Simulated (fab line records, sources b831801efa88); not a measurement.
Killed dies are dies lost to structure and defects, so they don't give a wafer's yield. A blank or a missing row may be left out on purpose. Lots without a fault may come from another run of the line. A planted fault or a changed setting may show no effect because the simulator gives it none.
Which tool did it? | flow sky130 | 13 lots, 39 wafers sampled, at 4 steps of a route of 708

WHAT THE GAUGES READ, wafer by wafer
SKY_POLY_GATE_THK_MEAS_21.
lot  | measured     | on            | POLY_GATE_OXIDATION_THK (nm)
L989 | day 18 00:55 | film_metro-04 | 4.04 4.03 4.05
L987 | day 18 00:54 | film_metro-03 | 4.13 4.19 4.17
L988 | day 18 00:54 | film_metro-01 | 4.03 4.12 4.09
L990 | day 18 09:24 | film_metro-01 | 4.14 4.11 4.12
L994 | day 18 23:07 | film_metro-03 | 4.06 4.00 3.96
L993 | day 18 23:08 | film_metro-04 | 3.93 4.03 3.93
L995 | day 19 20:46 | film_metro-01 | 4.20 4.17 4.05
L998 | day 21 03:10 | film_metro-03 | 4.03 4.15 4.01
L105 | day 22 17:46 | film_metro-01 | 3.98 3.87 3.93
L107 | day 24 08:14 | film_metro-04 | 3.98 4.02 3.97
L108 | day 24 08:14 | film_metro-03 | 3.87 3.92 3.83
L109 | day 24 09:54 | film_metro-04 | 3.94 3.95 4.00
L110 | day 24 17:20 | film_metro-04 | 3.92 3.91 3.94

SKY_LDD_HVN_TW_MEAS_10.
lot  | measured     | on            | LDD_HVN_TW
L989 | day 21 21:14 | film_metro-04 | 1405 1409 1400
L987 | day 21 22:18 | film_metro-01 | 1433 1444 1438
L988 | day 21 22:00 | film_metro-03 | 1436 1430 1430
L990 | day 22 06:41 | film_metro-04 | 1414 1413 1411
L994 | day 22 19:07 | film_metro-01 | 1440 1436 1446
L993 | day 22 19:25 | film_metro-04 | 1412 1419 1418
L995 | day 23 17:46 | film_metro-04 | 1417 1415 1410
L998 | day 24 22:28 | film_metro-01 | 1434 1431 1433
L105 | day 26 12:22 | film_metro-01 | 1441 1435 1436
L107 | day 28 00:23 | film_metro-03 | 1438 1452 1433
L108 | day 28 00:05 | film_metro-01 | 1438 1442 1434
L109 | day 28 01:53 | film_metro-04 | 1419 1417 1420
L110 | day 28 09:26 | film_metro-01 | 1445 1441 1447

WHICH TOOL RAN EACH LOT (tool, then ch and the chambers of the sampled wafers, then the start)
lot  | SKY_POLY_GATE_ETCH_15              | SKY_LDD_N_IMPLANT_14
L989 | rie_diel-04 ch 1,2,3, day 17 18:50 | implanter-02 ch 0, day 19 07:02
L987 | rie_diel-02 ch 0,3, day 17 19:04   | implanter-03 ch 0, day 19 07:19
L988 | rie_diel-01 ch 0,1,3, day 17 19:11 | implanter-04 ch 0, day 19 07:19
L990 | rie_diel-01 ch 0,2,3, day 18 00:47 | implanter-02 ch 0, day 19 16:13
L994 | rie_diel-02 ch 0,1, day 18 19:08   | implanter-04 ch 0, day 20 06:15
L993 | rie_diel-01 ch 1,2, day 18 19:29   | implanter-02 ch 0, day 20 06:23
L995 | rie_diel-04 ch 0,1,2, day 19 18:49 | implanter-02 ch 0, day 21 04:34
L998 | rie_diel-02 ch 0,1,3, day 21 01:31 | implanter-02 ch 0, day 22 10:25
L105 | rie_diel-01 ch 0,2,3, day 22 16:07 | implanter-04 ch 0, day 24 00:28
L107 | rie_diel-01 ch 0,2,3, day 24 05:53 | implanter-04 ch 0, day 25 15:17
L108 | rie_diel-04 ch 0,1,3, day 24 06:10 | implanter-02 ch 0, day 25 15:01
L109 | rie_diel-02 ch 1,2,3, day 24 07:52 | implanter-02 ch 0, day 25 16:28
L110 | rie_diel-04 ch 0,1, day 24 15:41   | implanter-03 ch 0, day 26 00:20
- SKY_POLY_GATE_ETCH_15: etches BARC in N2/H2, stops on SiO2, time 118.5 s, target depth 110 nm.
- SKY_LDD_N_IMPLANT_14

WHAT THE TOOLS THEMSELVES READ (means of the sampled wafers that have a number; where no wafer has one, the mark that the record gives instead)
SKY_POLY_GATE_ETCH_15.
lot  | tool        | drypump_motor_current_A (A) | oes_product_au (a.u.) | throttle_valve_pct (%)
L989 | rie_diel-04 | 5.9                         | 0.717                 | 13.220
L987 | rie_diel-02 | 6.3                         | 0.716                 | 13.219
L988 | rie_diel-01 | 5.9                         | 0.717                 | 13.199
L990 | rie_diel-01 | 5.9                         | 0.721                 | 13.216
L994 | rie_diel-02 | 6.5                         | 0.721                 | 13.204
L993 | rie_diel-01 | 5.6                         | 0.716                 | 13.214
L995 | rie_diel-04 | 5.9                         | 0.713                 | 13.218
L998 | rie_diel-02 | 6.4                         | 0.715                 | 13.216
L105 | rie_diel-01 | 5.9                         | 0.716                 | 13.221
L107 | rie_diel-01 | 5.9                         | 0.714                 | 13.222
L108 | rie_diel-04 | 5.7                         | 0.718                 | 13.209
L109 | rie_diel-02 | 6.0                         | 0.719                 | 13.206
L110 | rie_diel-04 | 5.8                         | 0.715                 | 13.214

SKY_LDD_N_IMPLANT_14.
lot  | tool         | beam_on_s (s) | dose_ions_cm2 | rotation_deg (degrees)
L989 | implanter-02 | 10.00         | 4.993e+12     | 179.94
L987 | implanter-03 | 10.01         | 4.999e+12     | 179.97
L988 | implanter-04 | 10.05         | 4.996e+12     | 179.99
L990 | implanter-02 | 9.90          | 5.003e+12     | 180.01
L994 | implanter-04 | 10.21         | 5.000e+12     | 179.97
L993 | implanter-02 | 9.86          | 5.005e+12     | 179.94
L995 | implanter-02 | 10.06         | 5.005e+12     | 340.01
L998 | implanter-02 | 10.04         | 4.997e+12     | 339.98
L105 | implanter-04 | 9.97          | 5.005e+12     | 179.94
L107 | implanter-04 | 9.98          | 4.995e+12     | 179.97
L108 | implanter-02 | 10.10         | 5.000e+12     | 180.00
L109 | implanter-02 | 10.14         | 5.005e+12     | 179.98
L110 | implanter-03 | 9.89          | 5.008e+12     | 180.06

THE ANSWER, worked out from the rows above alone
Rule: what is usual is taken from the lots themselves. Put in order of their means at a reading, lots are off if they are a third of the lots or fewer, leave a main group of 4 or more, and stand apart from it by a gap of 3 or more times the standard deviation of the main group's means; of several such gaps the widest counts. A main group whose means are all the same, to the digits that the tables above print for the reading, isn't used. A lot without any number at a reading at which 4 lots or more have one is off too. The other lots that the step has rows for count as sound. The gauges are gone through in route order, then the tools' own readings, and for those a lot's mean is taken as printed above. The first step at which some lot is off is used, and at that step the reading that is off furthest; a lot without a number counts as furthest.
Off: L995, L998, at SKY_LDD_N_IMPLANT_14 (rotation_deg). The main group: mean 179.98 degrees, standard deviation 0.034.
A tool fits if, at that step or a process step before it, it ran every lot that is off, and no sound lot after the first of them. None of those tried fits.

WHAT THE SIMULATOR HAD PUT IN
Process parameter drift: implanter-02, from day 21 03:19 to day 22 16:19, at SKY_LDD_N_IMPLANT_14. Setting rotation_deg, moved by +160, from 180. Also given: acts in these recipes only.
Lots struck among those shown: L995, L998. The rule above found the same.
